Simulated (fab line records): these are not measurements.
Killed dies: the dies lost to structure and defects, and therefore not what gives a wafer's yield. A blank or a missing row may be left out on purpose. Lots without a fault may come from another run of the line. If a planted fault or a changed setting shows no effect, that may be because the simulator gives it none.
fab line records	flow sky130
[record] lots = 6	wafers = 18	lastDay = 50
route steps=708 shown METAL2@502 VIA2@507 PAD_OPEN@708
lots that met no fault: taken from a fault-free run of the same line
startH: start of the lot's first displayed wafer, in hours after the record's first day	waitH: how many hours have passed since the lot's step before this one	" identical to the entry in the row above	L1.1+2: several wafers, shown together as one row	- value missing, or start not given	* or withheld: withheld	< > ~ a bound
route shown NAME@n: a module of which the file shows steps, and the number in the route of the first	usual: mean and standard deviation over wafers with no fault	same: alike in all rows	chamber/n: place in a boat	sites: each site's reading	_std_site: their standard deviation	_edge_site: mean of outer sites minus mean of inner sites	radiusMm: for every site, how far away it sits from the centre of the wafer	mask NAME#n: copy n	behind: tool/chamber where the wafer was last shaped	hold: why the lot was held/for how many hours/how that ended	device: names the non-switching transistor (n, p or np)	end of line: tests run on the same wafers once the route is complete	step lacking rows: just its recipe	killed: count of dies lost to structure and defects at first sort (not the wafer's yield)	map: a wafer's dies, marking killed ones x, the rest . and places with no die _
set.NAME: the setting as run; set.NAME@STEP: as run at that earlier step	model.NAME: the simulator's own value behind a step, which no gauge read
lots at some steps of the route; a table a step, a row a wafer
services: a tool's chamber out of use, with start hour (startH, from the record's first day; less than 0 if before it), hours out, and reason
[[steps]]
[step SKY_METAL2_METAL_ETCH_19]
[recipe] targetDepthA = 3600	stopOn = SiO2	overEtchFrac = 0.3	timeS = 78	chemistry = Cl2/BCl3	resistSidewallDeg = 88	pressureMtorr = 10	icpW = 900	biasW = 48.5	Cl2_flow_sccm = 60	bcl3FlowSccm = 30
[usual] drypumpMotorCurrentA = 6.0/0.44	oesProductAu = 0.855/0.0056	throttleValvePct = 22.264/0.0083
[same] timeS = 78
lot.wafer	tool	chamber	startH	waitH	drypumpMotorCurrentA	oesProductAu	rfHoursCounterH	throttleValvePct
L315.3	rieMetal-01	1	862.26	0.1	6.1	0.849	-	22.258
L315.4	"	0	"	"	6.4	0.853	-	22.263
L315.6	"	1	"	"	6.2	0.853	-	22.258
L316.1	rieMetal-01	1	873.26	0.0	6.2	0.853	1	22.257
L316.3	"	0	"	"	6.4	0.852	-	22.250
L316.5	"	1	"	"	6.2	0.852	-	22.270
L327.2	rieMetal-03	0	946.32	0.0	5.6	0.863	8	22.263
L327.5	"	1	"	"	5.4	0.848	-	22.270
L327.6	"	0	"	"	5.6	0.855	-	22.270
L329.2	rieMetal-04	1	958.88	0.0	6.6	0.854	19	22.259
L329.3	"	0	"	"	5.8	0.860	-	22.261
L329.5	"	0	"	"	5.8	0.856	-	22.274
L330.3	rieMetal-04	0	971.06	0.1	5.8	0.862	-	22.267
L330.4	"	1	"	"	6.6	0.857	-	22.256
L330.6	"	1	"	"	6.6	0.861	-	22.264
L331.1	rieMetal-04	0	980.01	0.0	5.8	0.861	4	22.261
L331.3	"	0	"	"	5.8	0.856	-	22.276
L331.6	"	0	"	"	5.8	0.862	-	22.263
[step SKY_METAL2_STRIP_20]
[recipe] chemistry = O2/N2	powerW = 1400	pressureMtorr = 1500	platenTempC = withheld	o2FlowSccm = 3000	n2FlowSccm = 300	overashFraction = 0.5
[usual] drypumpMotorCurrentA = 5.8/0.5	oesProductAu = 0.343/0.0046	stripTimeToEndpointS = 2.69/0.035
lot.wafer	tool	chamber	startH	waitH	drypumpMotorCurrentA	oesProductAu	rfHoursCounterH	stripTimeToEndpointS
L315.3	plasmaAsher-01	0	862.35	0.1	6.1	0.342	-	2.69
L315.4	"	1	"	"	5.2	0.345	-	2.75
L315.6	"	0	"	"	6.1	0.345	-	2.70
L316.1	plasmaAsher-02	1	873.35	0.1	6.5	0.346	13	2.73
L316.3	"	0	"	"	5.1	0.344	-	2.77
L316.5	"	1	"	"	6.4	0.353	-	2.74
L327.2	plasmaAsher-02	1	946.41	0.1	6.5	0.346	20	2.67
L327.5	"	0	"	"	5.1	0.350	-	2.71
L327.6	"	1	"	"	6.4	0.336	-	2.69
L329.2	plasmaAsher-04	1	958.97	0.1	5.7	0.338	50	2.61
L329.3	"	0	"	"	5.9	0.345	-	2.66
L329.5	"	1	"	"	5.8	0.338	-	2.67
L330.3	plasmaAsher-01	0	971.16	0.1	6.2	0.347	-	2.70
L330.4	"	1	"	"	5.2	0.342	-	2.68
L330.6	"	1	"	"	5.2	0.334	-	2.66
L331.1	plasmaAsher-04	0	980.10	0.1	6.0	0.346	53	2.67
L331.3	"	1	"	"	5.7	0.346	-	2.69
L331.6	"	0	"	"	5.9	0.347	-	2.69
[step SKY_METAL2_STRIP_21]
[recipe] chemistry = postEtchResidueRemover	timeS = 1200	tempC = 72.5
[step SKY_METAL2_CLEAN_22]
[recipe] chemistry = IPA	timeS = 180	tempC = 25
[step SKY_METAL2_CLEAN_23]
[recipe] chemistry = O3/DIW	dry = n2Spin
[step SKY_VIA2_HDPCVD_00]
[recipe] material = SiO2	targetThkNm = 1180	sigmaOpenFrac = 0.3	timeS = 196.7	tempC = 400	sih4FlowSccm = 60	pressureMtorr = 6
[step SKY_VIA2_THK_MEAS_01]
[recipe] reads = SiO2_of_VIA2_HDPCVD_00
[usual] VIA2_HDPCVD_THK = 1186/11
lot.wafer	tool	chamber	startH	waitH	VIA2_HDPCVD_THK[nm]
L315.3	filmMetro-04	-	863.06	0.1	1194
L315.4	"	-	"	"	1189
L315.6	"	-	"	"	1185
L316.1	filmMetro-01	-	874.10	0.1	1215
L316.3	"	-	"	"	1205
L316.5	"	-	"	"	1203
L327.2	filmMetro-04	-	947.14	0.1	1181
L327.5	"	-	"	"	1177
L327.6	"	-	"	"	1190
L329.2	filmMetro-01	-	959.70	0.1	1193
L329.3	"	-	"	"	1186
L329.5	"	-	"	"	1198
L330.3	filmMetro-04	-	971.93	0.1	1189
L330.4	"	-	"	"	1190
L330.6	"	-	"	"	1185
L331.1	filmMetro-02	-	980.82	0.1	1187
L331.3	"	-	"	"	1184
L331.6	"	-	"	"	1196
[step SKY_VIA2_CMP_02]
[recipe] material = SiO2	downForcePsi = 4	platenRpm = 60	padVelocityMS = 0.94248
[usual] motorCurrentA = 11.9/0.83
lot.wafer	tool	chamber	startH	waitH	motorCurrentA
L315.4	cmp-01	3	863.39	0.3	13.5
L315.3	"	2	"	"	12.0
L315.6	"	0	"	"	12.2
L316.3	cmp-02	3	874.16	0.0	11.2
L316.1	"	1	"	"	12.5
L316.5	"	3	"	"	11.9
L327.2	cmp-02	0	947.19	0.0	11.2
L327.5	"	0	"	"	11.7
L327.6	"	1	"	"	12.7
L329.2	cmp-02	0	959.75	0.0	11.4
L329.3	"	2	"	"	12.1
L329.5	"	1	"	"	12.0
L330.4	cmp-02	1	971.97	0.0	12.3
L330.3	"	0	"	"	11.7
L330.6	"	2	"	"	11.8
L331.1	cmp-02	1	980.88	0.1	12.5
L331.3	"	3	"	"	11.6
L331.6	"	2	"	"	11.9
[step SKY_VIA2_BOW_MEAS_03]
[recipe] mode = bow
[usual] VIA2_BOW = 85/7.4
lot.wafer	tool	chamber	startH	waitH	VIA2_BOW[um]
L315.3	filmMetro-04	-	863.73	0.1	87
L315.4	"	-	"	"	98
L315.6	"	-	"	"	87
L316.1	filmMetro-02	-	874.46	0.1	78
L316.3	"	-	"	"	85
L316.5	"	-	"	"	77
L327.2	filmMetro-01	-	947.51	0.3	101
L327.5	"	-	"	"	92
L327.6	"	-	"	"	87
L329.2	filmMetro-02	-	960.07	0.3	85
L329.3	"	-	"	"	93
L329.5	"	-	"	"	79
L330.3	filmMetro-01	-	972.31	0.1	85
L330.4	"	-	"	"	72
L330.6	"	-	"	"	75
L331.1	filmMetro-02	-	981.18	0.2	78
L331.3	"	-	"	"	80
L331.6	"	-	"	"	85
[step SKY_VIA2_DEHYDRATE_04]
[recipe] tempC = 200	timeS = 60
[step SKY_VIA2_HMDS_05]
[recipe] primeTimeS = 60	primeTempC = 120
[step SKY_VIA2_COAT_06]
[recipe] resist = BARC	tempC = withheld	timeS = withheld	spinRpm = 3000	resistThkNm = 60
[step SKY_VIA2_COAT_07]
[recipe] resist = KrF-thick	spinRpm = 3000	resistThkNm = 450
lot.wafer	tool	chamber	startH	waitH	model.KrF-thick_of_VIA2_COAT_07.thkNm
L315.3	lithoTrack-02	0	876	-	468.1
L315.4	"	0	"	"	466.4
L315.6	"	0	"	"	467.6
L316.1	lithoTrack-02	0	886	-	465.6
L316.3	"	0	887	-	465.5
L316.5	"	0	"	"	463.9
L327.2	lithoTrack-02	0	959	-	452.9
L327.5	"	0	"	"	453
L327.6	"	0	"	"	451.5
L329.2	lithoTrack-04	0	972	-	450.4
L329.3	"	0	"	"	451
L329.5	"	0	"	"	450.9
L330.3	lithoTrack-04	0	983	-	451.1
L330.4	"	0	"	"	450.4
L330.6	"	0	"	"	449.8
L331.1	lithoTrack-04	0	993	-	451.2
L331.3	"	0	"	"	450.9
L331.6	"	0	"	"	449.3
[step SKY_VIA2_SOFTBAKE_08]
[recipe] tempC = 100	timeS = 90	resist = KrF-thick
[step SKY_VIA2_EXPOSE_09]
[recipe] maskId = VIM2	na = 0.8	sourceShape = annular	sigmaInner = 0.55	sigmaOuter = 0.85	targetCdNm = 200	doseMj = 38
[step SKY_VIA2_PEB_10]
[recipe] pebTempC = withheld	pebTimeS = withheld	resist = KrF-thick
[step SKY_VIA2_DEVELOP_11]
[recipe] developTimeS = 60	resist = KrF-thick	devTempC = 21
[step SKY_VIA2_CD_MEAS_12]
[recipe] targetCdNm = 200
[usual] cdNm = 200.1/1.9
lot.wafer	tool	chamber	startH	waitH	cdNm
L315.3	cdSem-01	-	889.72	-	201.0
L315.4	"	-	"	"	200.0
L315.6	"	-	"	"	199.4
L316.1	cdSem-01	-	900.27	-	200.7
L316.3	"	-	"	"	200.7
L316.5	"	-	"	"	201.5
L327.2	cdSem-01	-	972.08	-	200.6
L327.5	"	-	"	"	202.4
L327.6	"	-	"	"	201.5
L329.2	cdSem-02	-	983.80	-	200.9
L329.3	"	-	"	"	199.2
L329.5	"	-	"	"	199.5
L330.3	cdSem-01	-	996.61	-	199.4
L330.4	"	-	"	"	198.7
L330.6	"	-	"	"	200.3
L331.1	cdSem-02	-	1004.71	-	197.3
L331.3	"	-	"	"	197.9
L331.6	"	-	"	"	199.6
[step SKY_VIA2_OVL_MEAS_13]
[usual] VIA2_OVL = -2/5.5
lot.wafer	tool	chamber	startH	waitH	VIA2_OVL[nm]
L315.3	overlay-01	-	889.81	0.1	-5
L315.4	"	-	"	"	-11
L315.6	"	-	"	"	-13
L316.1	overlay-02	-	900.39	0.1	0
L316.3	"	-	"	"	1
L316.5	"	-	"	"	0
L327.2	overlay-01	-	972.18	0.1	1
L327.5	"	-	"	"	4
L327.6	"	-	"	"	4
L329.2	overlay-02	-	983.91	0.1	-1
L329.3	"	-	"	"	-6
L329.5	"	-	"	"	0
L330.3	overlay-01	-	996.70	0.1	-6
L330.4	"	-	"	"	-1
L330.6	"	-	"	"	0
L331.1	overlay-02	-	1004.83	0.1	-2
L331.3	"	-	"	"	3
L331.6	"	-	"	"	3
[step SKY_VIA2_ETCH_14]
[recipe] chemistry = N2/H2	target = BARC	ionEnergyEv = 200	sourceW = 500	biasW = 100	pressureMtorr = 30	n2FlowSccm = 100	h2FlowSccm = 200	stopOn = SiO2	timeS = 45.9	targetDepthA = 600
[usual] drypumpMotorCurrentA = 5.4/0.45	h2FlowSccm = 199.9/0.58	oesProductAu = 0.855/0.0046	throttleValvePct = 13.227/0.01
[same] timeS = 45.9
lot.wafer	tool	chamber	startH	waitH	drypumpMotorCurrentA	h2FlowSccm	oesProductAu	rfHoursCounterH	throttleValvePct
L315.3	rieDiel-02	2	889.84	0.0	5.5	200.0	0.851	21	13.212
L315.4	"	0	"	"	4.8	200.6	0.862	1	13.214
L315.6	"	3	"	"	5.2	199.0	0.854	-	13.218
L316.1	rieDiel-03	2	900.42	0.0	6.0	199.5	0.850	13	13.218
L316.3	"	3	"	"	5.9	199.9	0.852	22	13.224
L316.5	"	2	"	"	6.0	200.5	0.854	-	13.242
L327.2	rieDiel-03	1	972.21	0.0	5.0	200.0	0.845	7	13.225
L327.5	"	2	"	"	6.0	199.7	0.852	-	13.200
L327.6	"	1	"	"	5.0	200.0	0.861	-	13.224
L329.2	rieDiel-02	3	983.94	0.0	5.2	199.0	0.861	15	13.219
L329.3	"	0	"	"	4.8	201.1	0.856	4	13.223
L329.5	"	2	"	"	5.4	199.9	0.855	-	13.238
L330.3	rieDiel-01	1	996.72	0.0	5.8	199.9	0.860	13	13.221
L330.4	"	3	"	"	6.1	200.0	0.853	20	13.247
L330.6	"	1	"	"	5.8	200.8	0.855	-	13.227
L331.1	rieDiel-01	3	1004.86	0.0	6.1	200.3	0.858	21	13.229
L331.3	"	1	"	"	5.8	199.7	0.860	13	13.218
L331.6	"	1	"	"	5.7	200.5	0.852	-	13.208
[step SKY_VIA2_ETCH_15]
[recipe] target = SiO2	chemistry = C4F8/O2/Ar	targetDepthNm = 546	stopOn = TiN	maskMaterial = KrF-thick	sourceW = 1500	biasW = 1200	pressureMtorr = 40	c4f8FlowSccm = withheld	O2_flow_sccm = 6	Ar_flow_sccm = 300	timeS = 84
[usual] oesProductAu = 0.939/0.0043
[same] timeS = 84
lot.wafer	tool	chamber	startH	waitH	oesProductAu	rfHoursCounterH	model.KrF-thick_of_VIA2_COAT_07.thkNm
L315.3	rieDiel-02	2	889.88	0.0	0.937	21	300
L315.4	"	0	"	"	0.934	2	299.6
L315.6	"	3	"	"	0.943	-	300.9
L316.1	rieDiel-03	2	900.46	0.0	0.936	13	300
L316.3	"	3	"	"	0.938	22	300.2
L316.5	"	2	"	"	0.938	-	298.4
L327.2	rieDiel-03	1	972.26	0.0	0.933	7	287
L327.5	"	2	"	"	0.940	-	287.1
L327.6	"	1	"	"	0.941	-	285.9
L329.2	rieDiel-02	3	983.98	0.0	0.935	15	283.6
L329.3	"	0	"	"	0.941	5	285.9
L329.5	"	2	"	"	0.938	-	282.5
L330.3	rieDiel-01	1	996.76	0.0	0.940	13	283.4
L330.4	"	3	"	"	0.942	20	283.6
L330.6	"	1	"	"	0.940	-	281.5
L331.1	rieDiel-01	3	1004.91	0.0	0.937	21	284.6
L331.3	"	1	"	"	0.941	13	282.9
L331.6	"	1	"	"	0.945	-	281.7
[step SKY_VIA2_STRIP_16]
[recipe] chemistry = O2/N2	powerW = 1400	pressureMtorr = 1500	platenTempC = withheld	o2FlowSccm = 3000	n2FlowSccm = 300	overashFraction = 0.5
[usual] drypumpMotorCurrentA = 5.8/0.47	oesProductAu = 0.399/0.0044	stripTimeToEndpointS = 4.059/0.021
lot.wafer	tool	chamber	startH	waitH	drypumpMotorCurrentA	oesProductAu	rfHoursCounterH	stripTimeToEndpointS
L315.3	plasmaAsher-02	0	889.97	0.1	5.1	0.406	-	4.208
L315.4	"	1	"	"	6.4	0.406	-	4.229
L315.6	"	1	"	"	6.4	0.404	-	4.228
L316.1	plasmaAsher-02	0	900.53	0.0	5.1	0.401	16	4.228
L316.3	"	1	"	"	6.4	0.409	-	4.243
L316.5	"	1	"	"	6.4	0.408	-	4.191
L327.2	plasmaAsher-03	0	972.32	0.0	5.2	0.401	87	4.093
L327.5	"	0	"	"	5.2	0.395	-	4.066
L327.6	"	1	"	"	6.2	0.404	-	4.077
L329.2	plasmaAsher-03	0	984.04	0.0	5.2	0.402	89	4.071
L329.3	"	0	"	"	5.2	0.403	-	4.068
L329.5	"	1	"	"	6.3	0.404	-	4.035
L330.3	plasmaAsher-04	1	996.86	0.1	5.7	0.402	-	4.039
L330.4	"	0	"	"	6.0	0.403	-	4.051
L330.6	"	1	"	"	5.7	0.395	-	4.039
L331.1	plasmaAsher-03	0	1004.97	0.0	5.2	0.397	92	4.062
L331.3	"	0	"	"	5.2	0.405	-	4.059
L331.6	"	0	"	"	5.2	0.400	-	4.011
[step SKY_VIA2_STRIP_17]
[recipe] chemistry = postEtchResidueRemover	timeS = 1200	tempC = 72.5
[step SKY_PAD_OPEN_PROBE_99]
[usual] defectLimitedYield = 82.7/2	killed_at_M0_to_M3 = 42/6.8	killed_at_M4_up = 3.2/1.8	killedAtContacts = 25/5.4	killedAtFrontEnd = 15/4.5	killedAtOther = 0.3/0.56	killedDies = 85/9.7	killedOnRim = 17/3.3	killedOpen = 46/7.1	killedShort = 39/6.5	sort_bin_3_pad_short = 0.9/0.42	sort_bin_5_function = 10.4/1.5	sort_bin_6_memory = 6.1/1.1	sortNPass = 407/9.7	sortYieldPct = 82.7/2
[same] grossDies = 492	killedAtBackSide = 0	sort_bin_4_leakage[%] = 0	sort_bin_8_speed[%] = 0
lot.wafer	tool	chamber	startH	waitH	defectLimitedYield[%]	killed_at_M0_to_M3	killed_at_M4_up	killedAtContacts	killedAtFrontEnd	killedAtOther	killedDies	killedOnRim	killedOpen	killedShort	sort_bin_3_pad_short[%]	sort_bin_5_function[%]	sort_bin_6_memory[%]	sortNPass	sortYieldPct[%]
L315.3	prober-01	-	1109.42	0.2	81.7	39	6	23	20	2	90	15	44	46	0.2	12.4	5.7	402	81.7
L315.4	prober-01	-	1109.47	0.2	81.1	38	7	29	19	0	93	21	53	40	0.4	11.6	6.9	399	81.1
L315.6	prober-01	-	1109.57	0.2	83.1	48	2	21	12	0	83	16	51	32	0.6	10.2	6.1	409	83.1
L316.1	prober-02	-	1117.68	0.1	82.5	46	3	20	17	0	86	18	47	39	1.2	10.2	6.1	406	82.5
L316.3	prober-02	-	1117.78	0.2	83.5	36	1	28	15	1	81	15	43	38	0.4	8.7	7.3	411	83.5
L316.5	prober-02	-	1117.88	0.2	84.1	40	5	22	10	1	78	11	35	43	0.8	8.9	6.1	414	84.1
L327.2	prober-01	-	1174.33	0.1	81.1	42	3	28	19	1	93	18	58	35	0.8	11.8	6.3	399	81.1
L327.5	prober-01	-	1174.48	0.2	82.7	41	2	20	22	0	85	15	50	35	0.2	12.2	4.9	407	82.7
L327.6	prober-01	-	1174.53	0.2	81.5	47	2	27	14	1	91	20	56	35	1.0	12.0	5.5	401	81.5
L329.2	prober-01	-	1181.47	0.1	85.0	39	1	22	12	0	74	15	43	31	0.2	10.2	4.7	418	85.0
L329.3	prober-01	-	1181.52	0.2	82.1	43	3	27	15	0	88	17	47	41	0.8	11.0	6.1	404	82.1
L329.5	prober-01	-	1181.62	0.2	83.3	37	3	20	21	1	82	14	49	33	0.8	11.4	4.5	410	83.3
L330.3	prober-02	-	1190.72	0.2	85.0	33	3	27	11	0	74	15	38	36	0.4	8.7	5.9	418	85.0
L330.4	prober-02	-	1190.77	0.2	81.7	50	1	26	13	0	90	14	45	45	1.4	12.4	4.5	402	81.7
L330.6	prober-02	-	1190.87	0.2	82.7	47	5	19	13	1	85	19	48	36	1.4	9.8	6.1	407	82.7
L331.1	prober-02	-	1198.04	0.1	80.5	52	4	28	12	0	96	18	46	49	1.0	13.4	5.1	396	80.5
L331.3	prober-02	-	1198.14	0.2	78.7	62	4	22	17	0	105	22	58	47	2.6	14.6	4.1	387	78.7
L331.6	prober-02	-	1198.29	0.2	82.1	51	4	20	13	0	88	16	46	42	0.6	12.2	5.1	404	82.1
// killed by level:class
L315.3 LI_CONTACT:geometricParticle:open=8 FIELD_ISO:geometricParticle:short=7 CONTACT:geometricParticle:open=6 VIA2:geometricParticle:short=6 METAL1:geometricParticle:short=6 VIA1:geometricParticle:open=6 VIA2:geometricParticle:open=6 FIELD_ISO:geometricParticle:open=5
L315.4 CONTACT:geometricParticle:short=12 CONTACT:geometricParticle:open=11 VIA1:geometricParticle:open=9 FIELD_ISO:geometricParticle:open=8 VIA3:geometricParticle:open=7 FIELD_ISO:geometricParticle:short=5 LI_CONTACT:geometricParticle:open=4 METAL2:geometricParticle:short=4
L315.6 LI_CONTACT:geometricParticle:open=9 VIA1:geometricParticle:open=9 CONTACT:geometricParticle:open=8 VIA2:geometricParticle:open=6 METAL1:geometricParticle:short=6 VIA3:geometricParticle:short=6 VIA3:geometricParticle:open=5 FIELD_ISO:geometricParticle:open=3
L316.1 VIA3:geometricParticle:open=10 METAL1:geometricParticle:short=8 CONTACT:geometricParticle:open=7 FIELD_ISO:geometricParticle:open=6 VIA1:geometricParticle:open=6 VIA1:geometricParticle:short=6 LI_CONTACT:geometricParticle:short=5 LI_CONTACT:geometricParticle:open=5
L316.3 LI_CONTACT:geometricParticle:open=12 FIELD_ISO:geometricParticle:open=6 VIA1:geometricParticle:open=6 METAL2:geometricParticle:short=6 LOCAL_INTERCONNECT:geometricParticle:short=6 VIA3:geometricParticle:open=5 CONTACT:geometricParticle:open=5 FIELD_ISO:geometricParticle:short=4
L316.5 METAL1:geometricParticle:short=7 VIA2:geometricParticle:short=7 LI_CONTACT:geometricParticle:open=6 CONTACT:geometricParticle:open=6 CONTACT:geometricParticle:short=5 VIA1:geometricParticle:open=5 VIA3:geometricParticle:short=5 FIELD_ISO:geometricParticle:short=4
L327.2 FIELD_ISO:geometricParticle:open=14 LI_CONTACT:geometricParticle:open=12 VIA1:geometricParticle:open=10 METAL2:geometricParticle:short=8 CONTACT:geometricParticle:open=8 VIA3:geometricParticle:open=4 CONTACT:geometricParticle:short=4 METAL1:geometricParticle:short=4
L327.5 VIA1:geometricParticle:open=9 CONTACT:geometricParticle:open=8 VIA2:geometricParticle:open=8 METAL1:geometricParticle:short=7 LI_CONTACT:geometricParticle:open=6 FIELD_ISO:geometricParticle:open=5 METAL2:geometricParticle:short=5 POLY_GATE:geometricParticle:open=4
L327.6 CONTACT:geometricParticle:open=11 LI_CONTACT:geometricParticle:open=10 VIA2:geometricParticle:open=8 METAL1:geometricParticle:short=8 VIA1:geometricParticle:open=7 FIELD_ISO:geometricParticle:open=6 METAL2:geometricParticle:short=4 VIA2:geometricParticle:short=4
L329.2 CONTACT:geometricParticle:open=8 METAL1:geometricParticle:short=8 VIA1:geometricParticle:open=8 VIA2:geometricParticle:open=6 FIELD_ISO:geometricParticle:open=5 VIA3:geometricParticle:open=5 LI_CONTACT:geometricParticle:open=4 LOCAL_INTERCONNECT:geometricParticle:short=4
L329.3 CONTACT:geometricParticle:open=11 VIA1:geometricParticle:open=10 LI_CONTACT:geometricParticle:open=7 VIA1:geometricParticle:short=6 VIA2:geometricParticle:open=6 LOCAL_INTERCONNECT:geometricParticle:short=5 VIA3:geometricParticle:open=5 POLY_GATE:geometricParticle:short=4
L329.5 FIELD_ISO:geometricParticle:open=8 LI_CONTACT:geometricParticle:open=7 VIA1:geometricParticle:open=7 VIA3:geometricParticle:open=7 METAL1:geometricParticle:short=6 CONTACT:geometricParticle:open=6 VIA2:geometricParticle:open=6 POLY_GATE:geometricParticle:short=5
L330.3 LI_CONTACT:geometricParticle:open=8 CONTACT:geometricParticle:open=8 VIA3:geometricParticle:short=6 VIA1:geometricParticle:short=6 POLY_GATE:geometricParticle:open=5 LI_CONTACT:geometricParticle:short=5 VIA1:geometricParticle:open=5 FIELD_ISO:geometricParticle:open=4
L330.4 CONTACT:geometricParticle:open=14 VIA1:geometricParticle:open=10 METAL1:geometricParticle:short=8 METAL2:geometricParticle:short=6 METAL3:geometricParticle:short=6 VIA1:geometricParticle:short=5 VIA3:geometricParticle:open=5 FIELD_ISO:geometricParticle:short=4
L330.6 VIA3:geometricParticle:open=9 CONTACT:geometricParticle:open=7 VIA1:geometricParticle:open=7 VIA2:geometricParticle:open=5 METAL2:geometricParticle:short=5 VIA3:geometricParticle:short=5 FIELD_ISO:geometricParticle:short=3 POLY_GATE:geometricParticle:short=3
L331.1 CONTACT:geometricParticle:open=10 VIA2:geometricParticle:open=9 VIA1:geometricParticle:open=9 CONTACT:geometricParticle:short=7 VIA1:geometricParticle:short=7 LOCAL_INTERCONNECT:geometricParticle:short=6 METAL1:geometricParticle:short=6 VIA2:geometricParticle:short=5
L331.3 VIA1:geometricParticle:open=21 METAL2:geometricParticle:short=10 VIA3:geometricParticle:open=8 FIELD_ISO:geometricParticle:short=7 LI_CONTACT:geometricParticle:open=6 METAL1:geometricParticle:short=6 CONTACT:geometricParticle:open=6 VIA1:geometricParticle:short=5
L331.6 VIA1:geometricParticle:open=12 METAL1:geometricParticle:short=7 CONTACT:geometricParticle:short=7 METAL2:geometricParticle:short=7 CONTACT:geometricParticle:open=6 FIELD_ISO:geometricParticle:open=5 METAL3:geometricParticle:short=4 POLY_GATE:geometricParticle:open=4
[[services]]
tool	chamber	startH	hours	kind
cmp-02	-	839.38	2.3	repair
cmp-02	-	856.23	11.6	pm
rieDiel-03	1	892.73	11.7	repair
cmp-01	-	896.85	4.7	pm
plasmaAsher-04	-	906.97	2.8	pm
cmp-01	-	912.01	4.0	pm
cmp-01	-	934.81	3.2	repair
rieDiel-02	2	935.33	3.2	repair
cmp-01	-	936.22	2.3	repair
rieDiel-03	1	937.90	12.2	repair
rieDiel-02	2	939.98	-	clean
rieDiel-02	2	939.98	-	consumableReplace:showerhead
cmp-01	-	940.14	0.8	repair
plasmaAsher-02	-	947.82	1.1	repair
plasmaAsher-02	-	951.98	23.5	repair
cmp-01	-	952.18	4.1	repair
cmp-01	-	963.14	1.5	repair
rieDiel-02	1	963.45	19.8	repair
cmp-02	-	966.58	3.5	repair
rieDiel-01	3	970.75	6.0	repair
rieDiel-03	3	974.65	4.4	repair
plasmaAsher-02	-	975.45	28.1	pm
rieMetal-01	0	977.27	4.6	repair
rieDiel-01	-	987.91	2.8	pm
[[key]]
[firstSign] step = SKY_VIA2_STRIP_16	reading = stripTimeToEndpointS	direction = up	sigmas = 7.7	usual = *	struck = *
effect none on later readings
[modelEffect] step = SKY_VIA2_COAT_07	value = KrF-thick_of_VIA2_COAT_07.thkNm	without = 450.9	struck = 466.2
[modelEffect] step = SKY_VIA2_ETCH_15	value = KrF-thick_of_VIA2_COAT_07.thkNm	without = 284.6	struck = 299.9
metAt SKY_VIA2_COAT_07
struckWafers L315.3,L315.4,L315.6,L316.1,L316.3,L316.5
alsoFits SKY_METAL2_METAL_ETCH_19:rieMetal-01,SKY_VIA2_STRIP_16:plasmaAsher-02
[fault] kind = processParameterDrift	tool = lithoTrack-02	chamber = -	onsetH = 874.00	steps = SKY_VIA2_COAT_07	channel = resistThkNm	offset = 15.246	shape = step	endH = 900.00	actsIn = theseRecipesOnly	stated = 450
